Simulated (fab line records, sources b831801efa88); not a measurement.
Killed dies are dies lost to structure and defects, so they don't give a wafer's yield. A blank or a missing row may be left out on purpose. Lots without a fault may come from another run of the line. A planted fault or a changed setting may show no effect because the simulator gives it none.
Chamber matching | flow sky130 | SKY_FIELD_ISO_ETCH_17 on rie_si-02: 4 sister chambers
The step etches Si in HBr/Cl2/O2, target depth 342 nm, time 97.7 s. 8 wafers are shown with their chamber, then 7 later ones without.

WAFERS WITH THEIR CHAMBER
wafer  | chamber | drypump_motor_current_A (A) | throttle_valve_pct (%)
L800.5 | 3       | 5.67                        | 25.654
L800.6 | 2       | 5.08                        | 25.657
L803.1 | 0       | 5.44                        | 25.638
L803.2 | 3       | 5.66                        | 25.648
L803.5 | 1       | 5.95                        | 25.651
L804.3 | 1       | 5.91                        | 25.630
L804.4 | 0       | 5.47                        | 25.668
L804.6 | 2       | 5.07                        | 25.669

WAFERS WITHOUT THEIR CHAMBER
wafer  | drypump_motor_current_A (A) | throttle_valve_pct (%)
L805.5 | 5.07                        | 25.651
L805.6 | 5.47                        | 25.638
L806.3 | 5.07                        | 25.640
L808.1 | 5.66                        | 25.653
L819.2 | 5.89                        | 25.644
L819.3 | 5.70                        | 25.645
L819.5 | 5.08                        | 25.647

WHICH CHAMBER EACH WENT THROUGH
wafer  | from the rows above | in truth
L805.5 | 2                   | 2
L805.6 | 0                   | 0
L806.3 | 2                   | 2
L808.1 | 3                   | 3
L819.2 | 1                   | 1
L819.3 | 3                   | 3
L819.5 | 2                   | 2
Placed correctly: 7 of 7. Can't be placed from these rows: 0. Placed wrongly: 0.
How it was worked out, from the rows above alone: a wafer's distance from a chamber is the root of the sum, over the readings, of the square of ((its reading less the chamber's mean) divided by the reading's scatter). The wafer belongs to the nearest chamber; if the next one is less than 2 further off, it can't be placed. A chamber's mean is the mean of its shown wafers. The scatter: the root of (the sum of the squares of (reading less its chamber's mean) over the shown wafers, divided by (wafers less chambers)).
